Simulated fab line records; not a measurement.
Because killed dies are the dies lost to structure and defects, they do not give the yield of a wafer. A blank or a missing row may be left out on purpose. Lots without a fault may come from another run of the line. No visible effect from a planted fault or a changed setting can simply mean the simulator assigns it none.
Which of the tools did it? ; flow sky130 ; 12 lots with 36 wafers sampled at 5 steps, on a route of 708 steps

WHAT THE GAUGES SHOWED, per wafer
The record lacks any reading of a measuring or inspecting step that a usual standard deviation could be used to judge.

EACH LOT AND THE TOOL THAT RAN IT (in order: tool; ch and the chambers of the sampled wafers; start)
lot;SKY_CAPM_SPUTTER_02;SKY_METAL3_ETCH_17;SKY_METAL4_SPUTTER_00;SKY_PASSIVATION_CVD_02;SKY_PAD_OPEN_PROBE_99
L974;pvd_sputter-02, day 36 11:31;rie_diel-04 ch 1,2,3, day 38 16:03;pvd_sputter-02, day 39 20:03;pecvd-04 ch 0,1,2, day 43 21:09;-
L975;pvd_sputter-01, day 36 16:26;rie_diel-02 ch 0,2, day 38 20:30;pvd_sputter-02, day 40 00:27;pecvd-04 ch 0,1, day 44 01:38;-
L976;pvd_sputter-01, day 37 02:31;rie_diel-03 ch 1,2,3, day 39 07:16;pvd_sputter-03, day 40 11:31;pecvd-04 ch 1,2, day 44 12:17;-
L977;pvd_sputter-02, day 38 04:40;rie_diel-04 ch 1,2, day 40 07:40;pvd_sputter-04, day 41 11:07;pecvd-02 ch 0,1, day 45 10:07;-
L979;pvd_sputter-04, day 38 20:24;rie_diel-04 ch 1,2, day 40 22:05;pvd_sputter-04, day 42 00:44;pecvd-04 ch 1,2, day 45 23:04;-
L981;pvd_sputter-04, day 39 03:01;rie_diel-03 ch 0,1,2, day 41 04:40;pvd_sputter-02, day 42 06:28;pecvd-03 ch 1,2, day 46 03:26;-
L980;pvd_sputter-02, day 39 05:23;rie_diel-02 ch 0,1,2, day 41 07:14;pvd_sputter-02, day 42 09:35;pecvd-02 ch 0,1,2, day 46 06:07;-
L982;pvd_sputter-04, day 39 20:50;rie_diel-03 ch 0,3, day 41 22:18;pvd_sputter-02, day 43 00:19;pecvd-04 ch 0,1,2, day 46 20:41;-
L984;pvd_sputter-04, day 39 23:39;rie_diel-02 ch 1,2, day 42 00:07;pvd_sputter-03, day 43 02:30;pecvd-04 ch 1,2, day 46 22:11;prober-01, day 48 16:34
L983;pvd_sputter-04, day 40 01:25;rie_diel-04 ch 0,2, day 42 02:25;pvd_sputter-02, day 43 04:43;pecvd-03 ch 0,1, day 46 23:46;prober-02, day 48 17:53
L986;pvd_sputter-01, day 40 10:46;rie_diel-04 ch 1,2,3, day 42 11:13;pvd_sputter-03, day 43 13:53;pecvd-04 ch 0,1, day 47 07:48;-
L991;pvd_sputter-02, day 41 18:20;rie_diel-04 ch 0,3, day 43 17:29;pvd_sputter-02, day 44 18:50;pecvd-03 ch 0,1, day 48 09:35;-
- SKY_CAPM_SPUTTER_02: material TiN, target thk 200 nm, time 166.7 s.
- SKY_METAL3_ETCH_17: etches SiO2 in C4F8/O2/Ar, stops on TiN, time 3.9 s, target depth 15 nm.
- SKY_METAL4_SPUTTER_00: material Ti, target thk 15 nm, time 10 s.
- SKY_PASSIVATION_CVD_02: deposits Si3N4, target thk 540 nm.
- SKY_PAD_OPEN_PROBE_99

AS READ BY THE TOOLS THEMSELVES (means over the sampled wafers that have a number; for cases with no such wafer, the mark the record gives instead)
SKY_CAPM_SPUTTER_02. Usual: chamber_pressure_pa 0.4001 Pa, standard deviation 0.00076; throttle_valve_pct 30.2 %, standard deviation 0.7.
lot;tool;chamber_pressure_pa (Pa);throttle_valve_pct (%);flag
L974;pvd_sputter-02;0.3998;30.0;
L975;pvd_sputter-01;0.3997;30.2;
L976;pvd_sputter-01;0.4003;30.3;
L977;pvd_sputter-02;0.4005;30.7;
L979;pvd_sputter-04;0.3999;30.6;
L981;pvd_sputter-04;0.3999;30.6;
L980;pvd_sputter-02;0.4003;30.3;
L982;pvd_sputter-04;0.4005;29.9;
L984;pvd_sputter-04;0.4002;30.0;
L983;pvd_sputter-04;0.4004;30.9;
L986;pvd_sputter-01;0.3998;30.1;
L991;pvd_sputter-02;0.4002;29.1;

SKY_METAL3_ETCH_17. Usual: oes_product_au 0.756 a.u., standard deviation 0.0065.
lot;tool;oes_product_au (a.u.);flag
L974;rie_diel-04;0.755;
L975;rie_diel-02;0.746;
L976;rie_diel-03;0.749;
L977;rie_diel-04;0.757;
L979;rie_diel-04;0.759;
L981;rie_diel-03;0.760;
L980;rie_diel-02;0.757;
L982;rie_diel-03;0.769;
L984;rie_diel-02;0.748;
L983;rie_diel-04;0.760;
L986;rie_diel-04;0.752;
L991;rie_diel-04;0.761;

SKY_METAL4_SPUTTER_00. Usual: chamber_pressure_pa 0.4001 Pa, standard deviation 0.00075; throttle_valve_pct 30.3 %, standard deviation 0.89.
lot;tool;chamber_pressure_pa (Pa);throttle_valve_pct (%);flag
L974;pvd_sputter-02;0.4013;29.7;
L975;pvd_sputter-02;0.4000;30.0;
L976;pvd_sputter-03;0.3996;31.3;
L977;pvd_sputter-04;0.4003;30.6;
L979;pvd_sputter-04;0.4000;30.1;
L981;pvd_sputter-02;0.3998;30.1;
L980;pvd_sputter-02;0.3999;30.0;
L982;pvd_sputter-02;0.3998;30.1;
L984;pvd_sputter-03;0.4004;31.3;
L983;pvd_sputter-02;0.4003;29.5;
L986;pvd_sputter-03;0.4007;30.1;
L991;pvd_sputter-02;0.3999;29.9;

SKY_PASSIVATION_CVD_02. Usual: heater_power_w 733 W, standard deviation 95.
lot;tool;heater_power_w (W);flag
L974;pecvd-04;749;
L975;pecvd-04;761;
L976;pecvd-04;804;
L977;pecvd-02;737;
L979;pecvd-04;722;
L981;pecvd-03;701;
L980;pecvd-02;691;
L982;pecvd-04;790;
L984;pecvd-04;691;
L983;pecvd-03;738;
L986;pecvd-04;817;
L991;pecvd-03;711;

SKY_PAD_OPEN_PROBE_99. Usual: defect_limited_yield 82.6 %, standard deviation 1.9; killed_at_M0_to_M3 43, standard deviation 6.9; killed_at_M4_up 3.0, standard deviation 1.8; killed_at_contacts 24, standard deviation 4.8; killed_at_front_end 15, standard deviation 4.5; killed_at_other 0.4, standard deviation 0.67; killed_dies 86, standard deviation 9.2; killed_open 46, standard deviation 6.9; killed_short 39, standard deviation 6; sort_bin_3_pad_short 0.8 %, standard deviation 0.39; sort_bin_5_function 10.2 %, standard deviation 1.3; sort_bin_6_memory 6.3 %, standard deviation 1.2; sort_n_pass 406, standard deviation 9.2; sort_yield_pct 82.6 %, standard deviation 1.9.
lot;tool;defect_limited_yield (%);killed_at_M0_to_M3;killed_at_M4_up;killed_at_contacts;killed_at_front_end;killed_at_other;killed_dies;killed_open;killed_short;sort_bin_3_pad_short (%);sort_bin_5_function (%);sort_bin_6_memory (%);sort_n_pass;sort_yield_pct (%);flag
L984;prober-01;76.2;48;3.0;24;10;33.0;117;49;34;2.5;14.9;6.4;375;76.2;OFF
L983;prober-02;75.2;41;3.3;23;18;37.0;122;52;33;1.9;15.7;7.2;370;75.2;OFF

THE ANSWER, worked out from the rows above alone
Rule: a lot is off if the mean of its wafers that have a number lies more than 3 standard deviations from the usual mean. A lot without any number at a reading at which 4 lots or more have one is off too. Where the step has rows for the other lots, those lots are counted as sound. After the gauges, taken in route order, come the tools' own readings; for these a lot's mean is taken, as printed above. At the first step where some lot is off, the reading lying furthest off is the one used; lots without a number count as furthest.
Off: L984, L983 (SKY_PAD_OPEN_PROBE_99, killed_at_other). Neither off nor sound, because the step has no rows for them: L974, L975, L976, L977, L979, L981, L980, L982, L986, L991.
If a tool, at that step or one of the process steps before it, ran each lot that is off and ran no sound lot following the first of them, it fits. One fits: SKY_CAPM_SPUTTER_02 on pvd_sputter-04. It ran no sound lot before its first lot that is off in this sample, so the start can't be narrowed down.

WHAT THE SIMULATOR HAD INSERTED
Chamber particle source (pvd_sputter-04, SKY_CAPM_SPUTTER_02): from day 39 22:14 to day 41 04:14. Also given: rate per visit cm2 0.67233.
Shown lots that were struck: L984, L983. Same finding as the rule above.
